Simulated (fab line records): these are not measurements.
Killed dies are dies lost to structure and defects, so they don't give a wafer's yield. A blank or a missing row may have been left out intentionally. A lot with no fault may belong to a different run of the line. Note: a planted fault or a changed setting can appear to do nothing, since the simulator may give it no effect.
A struck lot beside a sound one || flow sky130 || 17 steps out of a route of 708
Sound: these wafers, L951.1, L951.3, L951.5. Struck: wafers L959.1, L959.2 (left out: L959.4, a lot-mate that was not struck); the cause follows at the end.
For every step that has rows: the tool of each side, followed by ch and its chambers, followed by its first start. Under that, the readings that differ: sound wafers || struck wafers || difference of the means || sigmas: that difference in standard deviations of wafers without a fault.
alike: words and numbers the same on both sides, and readings whose means are apart by under 2 such deviations; not compared: readings that were withheld, readings missing a value for some wafer, numbers with overlapping values and no deviation given by the record, and bounds like >300 which may hide the same value.
Wherever a step has rows on one side only, a row that says differs or no value, or a row with sigmas, the two part there. Numbers that don't overlap but have no deviation are shown without sigmas and don't part them. A reading missing from all wafers of one side parts the sides only when that side holds two or more wafers.

SKY_SPACER_THK_MEAS_01:
  sound: film-metro-03 at day 23 05:57; struck: film-metro-03 at day 26 08:53
  alike: SPACER_CVD_00_THK
SKY_SPACER_ETCHBACK_02: etches Si3N4 in CH3F/O2, stops on SiO2, time 46.7 s, target depth 45 nm.
  sound on rie-diel-04 ch 0,2,3, day 23 06:01; struck on rie-diel-01 ch 0,3, day 26 08:57
  alike: O2_flow_sccm, drypump-motor-current-A, oes-product-au, throttle-valve-pct
  not compared: rf-hours-counter-h
then, 8 steps without rows for these wafers: SKY_POLY_CUT_DEHYDRATE_00 (time 60 s); SKY_POLY_CUT_HMDS_01 (prime time 60 s); SKY_POLY_CUT_COAT_02 (resist thk 60 nm); SKY_POLY_CUT_COAT_03 (resist thk 450 nm); SKY_POLY_CUT_SOFTBAKE_04 (time 90 s); SKY_POLY_CUT_EXPOSE_05 (exposes mask NPCM, target cd 270 nm); SKY_POLY_CUT_PEB_06; SKY_POLY_CUT_DEVELOP_07 (develop time 60 s).
SKY_POLY_CUT_CD_MEAS_08: target cd 270 nm.
  sound: cd-sem-02 at day 24 12:04; struck: cd-sem-01 at day 27 13:29
  alike: cd-nm
SKY_POLY_CUT_OVL_MEAS_09:
  sound: overlay-01 at day 24 12:11; struck: overlay-02 at day 27 13:37
  alike: POLY_CUT_OVL
SKY_POLY_CUT_ETCH_10: etches BARC in N2/H2, stops on SiO2, time 45.9 s, target depth 60 nm.
  sound on rie-diel-03 ch 0,1,3, day 24 12:13; struck on rie-diel-03 ch 0,1, day 27 13:39
{"reading": "model.KrF-thick_of_POLY_CUT_COAT_03.thk-nm (nm)", "sound": "408 410 408.9", "struck": "393.1 393.3", "difference": -15.8, "sigmas": ""}
{"reading": "model.POLY_CUT.cd-nm (nm)", "sound": "271.9 273.3 271.5", "struck": "276 278.6", "difference": "+5", "sigmas": ""}
{"reading": "model.SiO2_of_SONOS_ONO_CVD_04.thk-nm (nm)", "sound": "4.244 4.304 4.245", "struck": "2.857 2.898", "difference": -1.387, "sigmas": ""}
  alike: drypump-motor-current-A, oes-product-au, throttle-valve-pct
  not compared: rf-hours-counter-h
SKY_POLY_CUT_ETCH_11: etches Si3N4 in CF4/CH2F2/Ar, stops on poly-Si, time 42.5 s, target depth 60 nm.
  sound on rie-diel-03 ch 0,1,3, day 24 12:15; struck on rie-diel-03 ch 0,1, day 27 13:41
{"reading": "model.POLY_CUT.cd-nm (nm)", "sound": "271.9 273.3 271.6", "struck": "276 278.6", "difference": "+5", "sigmas": ""}
  alike: drypump-motor-current-A, oes-product-au, throttle-valve-pct
  not compared: rf-hours-counter-h
SKY_POLY_CUT_STRIP_12: strips in O2/N2.
  sound on plasma-asher-04 ch 0,1, day 24 12:17; struck on plasma-asher-04 ch 0,1, day 27 13:44
{"reading": "strip-time-to-endpoint-s (s)", "sound": "5.345 5.378 5.373", "struck": "5.218 5.218", "difference": -0.147, "sigmas": -9}
  alike: drypump-motor-current-A, oes-product-au
  not compared: rf-hours-counter-h
then, 1 step without rows for these wafers: SKY_SD_P_DEHYDRATE_00 (time 60 s).
SKY_PAD_OPEN_PROBE_99:
  the record has rows for the sound wafers here (prober-02, day 46 04:25) and none for the struck ones

## WHERE THEY PART
At SKY_POLY_CUT_STRIP_12 first; at SKY_PAD_OPEN_PROBE_99 last (within this record only).

WHY: what had been put in by the simulator
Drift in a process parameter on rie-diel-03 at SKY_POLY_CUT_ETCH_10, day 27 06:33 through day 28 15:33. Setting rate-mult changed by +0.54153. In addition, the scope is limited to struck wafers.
